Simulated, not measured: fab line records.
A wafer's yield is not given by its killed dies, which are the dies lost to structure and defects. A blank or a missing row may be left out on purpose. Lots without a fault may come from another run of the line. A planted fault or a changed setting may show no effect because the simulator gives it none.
Matching of chambers + flow sfq line + SFQ_TRILAYER_I4_CMP_CMP_100 on cmp-02: 4 sister chambers
The step polishes SiO2. 16 wafers are shown with their chamber, then 8 later ones without.

== WAFERS WITH THEIR CHAMBER ==
| wafer  | chamber | motor current A (A) | time to endpoint s (s) |
|--------|---------|---------------------|------------------------|
| L198.1 | 0       | 10.5                | 206                    |
| L198.2 | 1       | 9.5                 | 205                    |
| L198.6 | 2       | 9.7                 | 216                    |
| L202.2 | 0       | 10.2                | 206                    |
| L202.4 | 3       | 11.2                | 193                    |
| L202.6 | 1       | 10.0                | 211                    |
| L203.4 | 3       | 11.1                | 204                    |
| L203.5 | 1       | 9.7                 | 219                    |
| L203.6 | 0       | 10.2                | 213                    |
| L206.3 | 3       | 10.9                | 200                    |
| L206.4 | 2       | 8.8                 | 208                    |
| L206.1 | 1       | 9.4                 | 200                    |
| L208.3 | 0       | 10.5                | 197                    |
| L208.4 | 3       | 11.1                | 202                    |
| L208.5 | 1       | 9.5                 | 217                    |
| L213.1 | 0       | 10.1                | 209                    |

SIGNATURES, as means of the wafers listed above
| reading            | chamber 0 | chamber 1 | chamber 2 | chamber 3 | scatter within a chamber |
|--------------------|-----------|-----------|-----------|-----------|--------------------------|
| motor current A    | 10.300    | 9.620     | 9.250     | 11.075    | 0.261                    |
| time to endpoint s | 206.20    | 210.40    | 212.00    | 199.75    | 6.42                     |
Rule: a wafer lies at a distance from a chamber equal to the root of the sum of squares, over the readings, of (its reading less the chamber's mean, divided by the reading's scatter). If the next closest chamber is less than 2 further off than the closest, the wafer can't be placed; otherwise it belongs to the closest. How the scatter is found: for the shown wafers, subtract from each reading the mean of its chamber, square and add these, divide the total by (wafers less chambers), then take the root.

== WAFERS WITHOUT THEIR CHAMBER ==
| wafer  | motor current A (A) | time to endpoint s (s) |
|--------|---------------------|------------------------|
| L213.4 | 10.4                | 206                    |
| L213.6 | 9.0                 | 211                    |
| L215.2 | 8.9                 | 217                    |
| L215.4 | 10.5                | 212                    |
| L215.5 | 8.5                 | 220                    |
| L219.2 | 9.0                 | 212                    |
| L219.3 | 9.7                 | 218                    |
| L219.1 | 10.3                | 216                    |

== THE CHAMBER EACH PASSED THROUGH ==
| wafer  | from the rows above          | in truth                   |
|--------|------------------------------|----------------------------|
| L213.4 | 0                            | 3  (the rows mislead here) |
| L213.6 | can't be placed: 2 or 1      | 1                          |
| L215.2 | can't be placed: 2 or 1      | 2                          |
| L215.4 | can't be placed: 0 or 3      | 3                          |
| L215.5 | can't be placed: 2 or 1      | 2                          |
| L219.2 | can't be placed: 2 or 1      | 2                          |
| L219.3 | can't be placed: 1 or 2 or 0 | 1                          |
| L219.1 | can't be placed: 0 or 1      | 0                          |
Correct placement for 0 of the 8. From these rows, 7 cannot be placed; in 7 the true chamber is one of the candidates. Wrongly placed: 1.
